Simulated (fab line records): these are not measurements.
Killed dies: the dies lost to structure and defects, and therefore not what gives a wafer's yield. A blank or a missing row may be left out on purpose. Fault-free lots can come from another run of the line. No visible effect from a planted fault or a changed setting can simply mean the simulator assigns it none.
Which tool is to blame? + flow gf180mcu + Sampling: 11 lots, 33 wafers, 4 of 602 route steps

WHAT EACH GAUGE READ, for each wafer
GF_PASSIVATION_THK_MEAS_03.
| lot  | measured     | on            | PASSIVATION_CVD_02_THK (nm) |
|------|--------------|---------------|-----------------------------|
| L780 | day 27 23:36 | film-metro-04 | 707 711 696                 |
| L783 | day 28 23:44 | film-metro-02 | 689 687 706                 |
| L784 | day 29 02:29 | film-metro-02 | 712 710 725                 |
| L785 | day 29 19:23 | film-metro-02 | 696 703 695                 |
| L790 | day 31 04:40 | film-metro-02 | 685 694 696                 |
| L792 | day 31 16:50 | film-metro-04 | 707 700 697                 |
| L793 | day 32 04:39 | film-metro-04 | 692 707 703                 |
| L797 | day 33 03:23 | film-metro-03 | 960 969 710                 |
| L798 | day 33 11:01 | film-metro-03 | 692 707 695                 |
| L801 | day 33 23:48 | film-metro-03 | 975 723 970                 |
| L803 | day 34 04:30 | film-metro-04 | 687 715 698                 |

WHAT TOOL EACH LOT RAN ON (gives the tool, then ch and the chambers of the sampled wafers, and finally the start)
| lot  | GF_V5_ETCH_16                      | GF_TOP_METAL_STRIP_17                | GF_PASSIVATION_CVD_02           |
|------|------------------------------------|--------------------------------------|---------------------------------|
| L780 | rie-diel-03 ch 2,3, day 27 00:40   | plasma-asher-01 ch 0,1, day 27 22:14 | pecvd-02 ch 0,1,2, day 27 23:25 |
| L783 | rie-diel-02 ch 0,1,3, day 28 01:40 | plasma-asher-02 ch 0,1, day 28 22:47 | pecvd-02 ch 0,1,2, day 28 23:27 |
| L784 | rie-diel-03 ch 0,2,3, day 28 03:46 | plasma-asher-03 ch 0,1, day 29 01:31 | pecvd-01 ch 0,1, day 29 02:11   |
| L785 | rie-diel-03 ch 1,2,3, day 28 21:24 | plasma-asher-01 ch 0,1, day 29 18:26 | pecvd-02 ch 0,1,2, day 29 19:07 |
| L790 | rie-diel-01 ch 0,3, day 30 08:01   | plasma-asher-01 ch 0,1, day 31 03:42 | pecvd-01 ch 1,2, day 31 04:23   |
| L792 | rie-diel-02 ch 0,1,3, day 30 20:31 | plasma-asher-01 ch 0,1, day 31 15:53 | pecvd-02 ch 0,1,2, day 31 16:33 |
| L793 | rie-diel-03 ch 1,2,3, day 31 08:30 | plasma-asher-01 ch 0, day 32 03:40   | pecvd-01 ch 1,2, day 32 04:22   |
| L797 | rie-diel-03 ch 0,1,3, day 32 08:11 | plasma-asher-03 ch 0,1, day 33 02:25 | pecvd-01 ch 0,2, day 33 03:04   |
| L798 | rie-diel-01 ch 0,2,3, day 32 15:38 | plasma-asher-01 ch 0,1, day 33 09:53 | pecvd-02 ch 0,2, day 33 10:34   |
| L801 | rie-diel-02 ch 1,2, day 33 04:58   | plasma-asher-02 ch 0,1, day 33 22:50 | pecvd-01 ch 0,1,2, day 33 23:38 |
| L803 | rie-diel-03 ch 2,3, day 33 10:32   | plasma-asher-02 ch 0,1, day 34 03:32 | pecvd-02 ch 0,2, day 34 04:13   |
- GF_V5_ETCH_16: etches BARC in N2/H2.
- GF_TOP_METAL_STRIP_17: strips in O2/N2.
- GF_PASSIVATION_CVD_02: deposits Si3N4, target thk 700 nm, time 486.18 s.

THE ANSWER, worked out from the rows above alone
Rule: the usual values come from the lots themselves. The widest of any qualifying gaps counts: lots, ordered by their means at a reading, are off when they make up no more than a third of the lots, leave a main group of 4 or more, and stand apart from it by 3 or more times the standard deviation of that group's means. If all means in a main group match to the digits the tables above print for the reading, that group is not used. Also off: a lot with no number at a reading for which 4 or more lots have one. Where the step has rows for the other lots, those lots are counted as sound.
Off: L797, L801, at GF_PASSIVATION_THK_MEAS_03 (PASSIVATION_CVD_02_THK). Main group: mean 700 nm, sd 6.5.
If a tool, at a process step before that reading, ran all the lots that are off and no sound lot after the first of them, it fits. The gauges at GF_PASSIVATION_THK_MEAS_03 are tried like those tools. One fits: GF_PASSIVATION_CVD_02 on pecvd-01. Its last sound lot is L793 (day 32 04:22), its first lot that is off L797 (day 33 03:04): a fault that began between those two fits.

WHAT THE SIMULATOR PUT IN
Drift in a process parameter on pecvd-01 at GF_PASSIVATION_CVD_02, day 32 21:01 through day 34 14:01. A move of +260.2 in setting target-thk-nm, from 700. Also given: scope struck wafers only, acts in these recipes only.
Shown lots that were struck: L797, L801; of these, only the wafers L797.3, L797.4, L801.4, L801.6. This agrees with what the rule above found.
